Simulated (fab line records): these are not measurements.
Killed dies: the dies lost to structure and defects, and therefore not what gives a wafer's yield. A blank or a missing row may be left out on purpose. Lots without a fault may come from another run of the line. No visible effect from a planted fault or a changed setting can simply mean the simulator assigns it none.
Tool commonality check -- flow gf180mcu -- Sample size 13 lots and 39 wafers

WHY IT WAS OPENED
Of 13 lots, 1 have the reading POLY_GATE_CVD_00_THK flagged at GF_POLY_GATE_THK_MEAS_01. Wafers without a fault read 199.5 nm, standard deviation 1.7.
Rule: flag the lot when none of its wafers has a number, or when each of its wafers that has one lies beyond 4 standard deviations from that mean. All remaining lots are regarded as sound.

lot,measured,on,"POLY_GATE_CVD_00_THK (nm), wafer by wafer",flag
L620,day 8 17:38,film_metro-04,199.7 198.6 200.6,
L622,day 9 14:44,film_metro-04,199.7 198.1 198.9,
L625,day 10 07:47,film_metro-03,203.1 201.8 198.8,
L624,day 10 07:49,film_metro-02,198.3 198.9 198.7,
L626,day 10 14:04,film_metro-03,206.8 209.4 218.5,FLAGGED
L632,day 12 07:29,film_metro-04,197.5 196.6 198.2,
L635,day 13 01:06,film_metro-03,200.1 198.1 199.2,
L637,day 13 16:13,film_metro-02,199.3 199.7 199.8,
L638,day 13 22:34,film_metro-03,200.6 201.9 201.5,
L639,day 14 05:41,film_metro-03,200.0 199.1 198.1,
L640,day 14 11:57,film_metro-03,199.9 197.9 200.2,
L641,day 14 21:31,film_metro-04,200.9 200.3 201.9,
L642,day 15 05:46,film_metro-02,196.2 198.4 197.3,
Average over the flagged lots: 211.6 nm; offset from the usual +12.1 nm, equal to +7 standard deviations.

WHICH TOOL EACH LOT WENT THROUGH
The record keeps 1 process step preceding the reading, out of 602 steps on the route. Every cell lists first the tool, next ch and the chambers used by the sampled wafers, and last the start.
lot,flag,GF_POLY_GATE_CVD_00
L620,,"lpcvd-02 ch 1, day 8 16:17"
L622,,"lpcvd-01 ch 0, day 9 13:23"
L625,,"lpcvd-02 ch 1, day 10 06:27"
L624,,"lpcvd-02 ch 0, day 10 06:27"
L626,FLAGGED,"lpcvd-01 ch 0, day 10 12:43"
L632,,"lpcvd-02 ch 0, day 12 06:08"
L635,,"lpcvd-02 ch 0, day 12 23:44"
L637,,"lpcvd-01 ch 1, day 13 14:52"
L638,,"lpcvd-01 ch 1, day 13 21:14"
L639,,"lpcvd-01 ch 0, day 14 04:20"
L640,,"lpcvd-02 ch 0, day 14 10:37"
L641,,"lpcvd-02 ch 1, day 14 20:10"
L642,,"lpcvd-02 ch 0, day 15 04:26"
What these steps do:
- GF_POLY_GATE_CVD_00: deposits poly-Si, target thk 200 nm, time 1200 s.
- GF_POLY_GATE_THK_MEAS_01

FLAGGED OVER TOTAL, TOOL BY TOOL (the gauges that took the reading come last)
step,tool,lots run,flagged,share of the flagged lots,sound lots run after its first flagged lot
GF_POLY_GATE_CVD_00,lpcvd-01,5,1,all,"3 (L637,L638,L639)"
GF_POLY_GATE_CVD_00,lpcvd-02,8,0,none,-
GF_POLY_GATE_THK_MEAS_01,film_metro-02,3,0,none,-
GF_POLY_GATE_THK_MEAS_01,film_metro-03,6,1,all,"4 (L635,L638,L639,L640)"
GF_POLY_GATE_THK_MEAS_01,film_metro-04,4,0,none,-

WHAT THE TABLE PERMITS
lpcvd-01 at GF_POLY_GATE_CVD_00 and film_metro-03 at GF_POLY_GATE_THK_MEAS_01 are the 2 rows of the table that ran each flagged lot.
- lpcvd-01 at GF_POLY_GATE_CVD_00: 1 of its 5 lots flagged. Lots that were sound ran on it after the first flagged one (L637, L638, L639); a persistent fault on the entire tool would not allow that. Its own readings lie more than 4 standard deviations out on every wafer of the flagged lots: spike_tc_centre_C.
- film_metro-03 at GF_POLY_GATE_THK_MEAS_01: 1 of its 6 lots flagged. Lots that were sound ran on it after the first flagged one (L635, L638, L639, L640); a persistent fault on the entire tool would not allow that.
There is no row in the table that ran each flagged lot and no sound lot after the first.

WHAT THE SIMULATOR PUT IN
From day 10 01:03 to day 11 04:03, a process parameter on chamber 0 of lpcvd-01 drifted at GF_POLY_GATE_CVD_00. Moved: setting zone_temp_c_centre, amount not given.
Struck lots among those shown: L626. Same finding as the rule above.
